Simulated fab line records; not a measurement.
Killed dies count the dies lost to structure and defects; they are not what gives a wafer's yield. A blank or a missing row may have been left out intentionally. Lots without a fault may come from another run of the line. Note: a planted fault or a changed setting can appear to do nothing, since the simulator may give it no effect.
A single fault, viewed from 2 desks + flow gf180mcu + each desk holds nothing but its own numbers, with what lay behind them at the end

== METROLOGY DESK ==
Means of the sampled wafers that have a number, per lot and without regard to the tool the lot ran on: this is what the gauges read. The brackets show how far a lot's mean lies from the usual mean; more than 4 standard deviations puts the lot out of limits, marked OUT.
Columns: A = M2_ALCU_RS at GF_M2_RS_MEAS_05, usual 0.0693 ohm/sq; B = M2_ALCU_THK at GF_M2_THK_MEAS_06, usual 449 nm; C = cd-nm at GF_M2_CD_MEAS_14, usual 280.1 nm
| lot  | first seen here | A      | B   | C     |
|------|-----------------|--------|-----|-------|
| L271 | day 17 22:24    | 0.0698 | 452 | 278.8 |
| L272 | day 18 05:21    | 0.0702 | 441 | 283.3 |
| L276 | day 19 21:34    | 0.0686 | 451 | 278.9 |
| L278 | day 20 22:04    | 0.0696 | 451 | 279.6 |
| L284 | day 23 09:32    | 0.0697 | 445 | 280.6 |
| L285 | day 23 23:08    | 0.0689 | 451 | 280.4 |
This desk's finding: nothing out of limits on any of the 6 lots.

== TOOL OWNER'S DESK, litho-track-01 ==
The tool's own readings at GF_M2_DEVELOP_13 (develop time 60 s): means of the sampled wafers that have a number, for each lot that ran on this tool. The brackets show how far a lot's mean lies from the usual mean; more than 4 standard deviations puts the lot out of limits, marked OUT.
Columns: A = developer-temp-C at GF_M2_DEVELOP_13, usual 21.03 C
| lot  | first seen here | A                |
|------|-----------------|------------------|
| L276 | day 20 21:34    | 20.95            |
| L278 | day 21 21:24    | 21.02            |
| L284 | day 24 08:25    | 20.23 (-8.0) OUT |
| L285 | day 24 20:31    | 20.19 (-8.4) OUT |
This desk's finding: out of limits on L284, L285; first on L284, day 24 08:25 (developer-temp-C at GF_M2_DEVELOP_13). L276, L278 stayed within limits.

== BROUGHT TOGETHER ==
The tool owner's desk could have raised an alarm at day 24 08:25, on L284, L285.
At the metrology desk, nothing out of limits was observed.
The metrology desk has L284, L285 on record, within its limits.
Every lot named ran GF_M2_DEVELOP_13 on litho-track-01.

== WHAT HAD BEEN PUT IN BY THE SIMULATOR ==
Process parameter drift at GF_M2_DEVELOP_13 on litho-track-01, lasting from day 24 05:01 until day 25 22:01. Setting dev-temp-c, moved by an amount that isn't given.
Shown lots that were struck: L284, L285.
How many hours passed from the start of the fault until each desk's first out-of-limits reading: the tool owner's desk, 3.
